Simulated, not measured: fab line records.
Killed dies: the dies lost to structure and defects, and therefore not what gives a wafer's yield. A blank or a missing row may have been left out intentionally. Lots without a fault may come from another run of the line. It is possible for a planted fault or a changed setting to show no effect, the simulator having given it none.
Matching of chambers | flow sky130 | SKY_VIA3_CMP_02 on cmp-02 has 4 sister chambers
The step polishes SiO2. 14 wafers are shown with their chamber, then 6 later ones without.

EACH WAFER AND ITS CHAMBER
wafer  | chamber | motor-current-A (A) | head-pressure-psi (psi)
L818.2 | 2       | 13.8                | 3.993
L818.3 | 1       | 13.1                | 3.992
L818.5 | 2       | 15.3                | 4.000
L819.2 | 0       | 11.8                | 4.011
L819.3 | 1       | 12.5                | 3.994
L819.4 | 3       | 10.2                | 4.003
L820.1 | 1       | 12.2                | 4.005
L820.3 | 3       | 10.2                | 4.004
L820.5 | 1       | 12.7                | 4.007
L822.4 | 0       | 11.6                | 4.001
L822.5 | 3       | 9.9                 | 4.005
L822.6 | 0       | 10.6                | 4.017
L832.2 | 0       | 11.2                | 4.000
L832.5 | 0       | 11.9                | 4.012

SIGNATURES, as means of the wafers listed above
reading           | chamber 0 | chamber 1 | chamber 2 | chamber 3 | scatter within a chamber
motor-current-A   | 11.420    | 12.625    | 14.550    | 10.100    | 0.523
head-pressure-psi | 4.00820   | 3.99950   | 3.99650   | 4.00400   | 0.00647
Rule: a wafer lies at a distance from a chamber equal to the root of the sum of squares, over the readings, of (its reading less the chamber's mean, divided by the reading's scatter). The wafer belongs to the nearest chamber; if the next one is less than 2 further off, it can't be placed. The scatter: the root of (the sum of the squares of (reading less its chamber's mean) over the shown wafers, divided by (wafers less chambers)).

WAFERS WITH NO CHAMBER GIVEN
wafer  | motor-current-A (A) | head-pressure-psi (psi)
L836.1 | 12.6                | 4.001
L836.5 | 11.5                | 3.997
L836.6 | 10.2                | 4.001
L839.2 | 12.1                | 3.995
L839.3 | 10.1                | 3.998
L839.6 | 11.5                | 4.002

WHICH CHAMBER EACH ONE RAN IN
wafer  | from the rows above          | in truth
L836.1 | 1                            | 1
L836.5 | can't be placed: 0 or 1 or 3 | 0
L836.6 | 3                            | 3
L839.2 | can't be placed: 1 or 0      | 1
L839.3 | 3                            | 3
L839.6 | can't be placed: 0 or 1 or 3 | 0
Correctly placed: 3 of 6. From these rows, 3 cannot be placed; in 3 the true chamber is one of the candidates. 0 placed wrongly.
